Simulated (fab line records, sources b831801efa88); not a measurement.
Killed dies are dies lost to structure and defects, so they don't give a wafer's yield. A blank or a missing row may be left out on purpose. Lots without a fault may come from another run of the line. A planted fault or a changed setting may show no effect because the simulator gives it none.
Which tool did it? | flow gf180mcu | 6 lots, 18 wafers sampled, at 2 steps of a route of 602

WHAT THE GAUGES READ, wafer by wafer
GF_M5_CD_MEAS_07: target cd 280 nm.
lot  | measured     | on        | cd_nm (nm)
L263 | day 26 20:20 | cd_sem-02 | 280.0 280.4 281.1
L265 | day 27 14:18 | cd_sem-01 | 280.2 278.7 279.7
L268 | day 28 17:11 | cd_sem-02 | 280.4 279.9 280.4
L270 | day 29 06:20 | cd_sem-01 | 279.7 279.2 281.0
L275 | day 30 12:55 | cd_sem-02 | 279.3 280.7 279.3
L284 | day 32 21:23 | cd_sem-01 | 279.9 279.7 279.7

WHICH TOOL RAN EACH LOT (tool, then ch and the chambers of the sampled wafers, then the start)
lot  | GF_MIM_STRIP_20
L263 | plasma_asher-01 ch 0,1, day 25 22:55
L265 | plasma_asher-01 ch 0,1, day 26 17:46
L268 | plasma_asher-04 ch 0,1, day 27 20:50
L270 | plasma_asher-02 ch 0,1, day 28 10:28
L275 | plasma_asher-04 ch 1, day 29 18:23
L284 | plasma_asher-04 ch 0,1, day 32 04:21
- GF_MIM_STRIP_20: strips in O2/N2.

THE ANSWER, worked out from the rows above alone
Rule: what is usual is taken from the lots themselves. Put in order of their means at a reading, lots are off if they are a third of the lots or fewer, leave a main group of 4 or more, and stand apart from it by a gap of 3 or more times the standard deviation of the main group's means; of several such gaps the widest counts. A main group whose means are all the same, to the digits that the tables above print for the reading, isn't used. A lot without any number at a reading at which 4 lots or more have one is off too. The other lots that the step has rows for count as sound.
No lot is off at any reading shown: from this, nothing can be told.

WHAT THE SIMULATOR HAD PUT IN
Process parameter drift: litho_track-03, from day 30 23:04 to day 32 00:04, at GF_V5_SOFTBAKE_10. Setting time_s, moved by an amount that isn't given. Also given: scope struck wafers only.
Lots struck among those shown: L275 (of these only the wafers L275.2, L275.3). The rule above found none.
